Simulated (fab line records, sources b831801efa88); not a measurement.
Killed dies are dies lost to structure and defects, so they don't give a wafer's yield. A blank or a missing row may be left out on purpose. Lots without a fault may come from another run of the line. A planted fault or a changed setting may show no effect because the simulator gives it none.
Problem report in the 8D (eight disciplines) form, filled by code | flow sfq_line | the parts of the form that need people (team, actions taken, sign-off) are left out

1. THE PROBLEM
time_to_endpoint_s at SFQ_TRILAYER_I2_CMP_CMP_064 reads a mean of 261 s on 1 wafer of 1 lot; wafers without a fault read 215 s with a standard deviation of 6.8. That is +6.8 standard deviations from the usual mean.
The step: polishes SiO2.
First seen on wafer L732.5, day 39 20:01, on cmp-02. The record holds 32 wafers of 11 lots with a number at this step. Rule for "out", or "out of limits": more than 4 standard deviations from the usual mean. The other wafers with a number count as sound.

2. WHAT IT IS AND WHAT IT IS NOT
question                    | is                 | is not
which readings at this step | time_to_endpoint_s | motor_current_A
which lots                  | L732               | L723, L724, L725, L726, L727, L739, L741, L742, L744, L746
which wafers of those lots  | L732.5             | L732.3
read on which tools         | cmp-02             | cmp-01
when                        | from day 39 20:01  | up to then (16 sound wafers); but 15 sound wafers of L739, L741, L742, L744, L746 came after

3. SUSPECTS, AND WHAT RULES EACH OUT
Counting: a tool at a process step up to the reading stays a suspect if it ran every lot that is out. Sound lots after the first of them don't rule it out here, since some wafers of a struck lot are sound.
- cmp-02 at SFQ_TRILAYER_I2_CMP_CMP_064 (polishes SiO2): kept. It ran the lot that is out, L732 (day 39 18:01); its last sound lot up to then is L727 (day 37 15:13). Its own readings are out on those wafers: time_to_endpoint_s.
Left after counting: cmp-02 at SFQ_TRILAYER_I2_CMP_CMP_064.

4. THE CAUSE (what the simulator had put in)
Process parameter drift: cmp-02, from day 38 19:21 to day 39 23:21, at SFQ_TRILAYER_I2_CMP_CMP_064. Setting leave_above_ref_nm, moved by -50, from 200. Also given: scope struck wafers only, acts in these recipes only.
Counting left only this tool.

5. THE CHAIN OF EFFECTS, in route order
Each row: a reading whose mean over the struck wafers that have a number lies more than 3 standard deviations from the usual. Only readings for which the record gives a usual standard deviation are gone through. hours: the time from each lot's start at the first step in this table that gives one to its start at this step, as a median over the lots. sigmas: the change in usual standard deviations.
hours | step                                  | reading            | usual      | on struck wafers | change | sigmas
0     | SFQ_TRILAYER_I2_CMP_CMP_064           | time_to_endpoint_s | 215 s      | 261              | +46    | +6.8
1     | SFQ_TRILAYER_I2_METRO_MEASURE_065     | thk_nm             | 199.9 nm   | 150.9            | -49.0  | -49
150   | SFQ_TRILAYER_I2_VIA_ETCH_VIA_ETCH_070 | oes_product_au     | 0.854 a.u. | 0.735            | -0.119 | -25
The process steps in it:
- SFQ_TRILAYER_I2_CMP_CMP_064: polishes SiO2.
- SFQ_TRILAYER_I2_METRO_MEASURE_065
- SFQ_TRILAYER_I2_VIA_ETCH_VIA_ETCH_070: etches SiO2 in CHF3, stops on Nb, target depth 260 nm.
Later measuring or inspecting steps at which every struck wafer that the step has a row for has a number for every such reading, and none has moved that far: SFQ_M8_RS_MEAS_949.

6. WHAT WOULD HAVE CAUGHT IT SOONER
In this record the first reading out of limits was taken at day 39 20:01, 25 hours after the fault began at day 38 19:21.
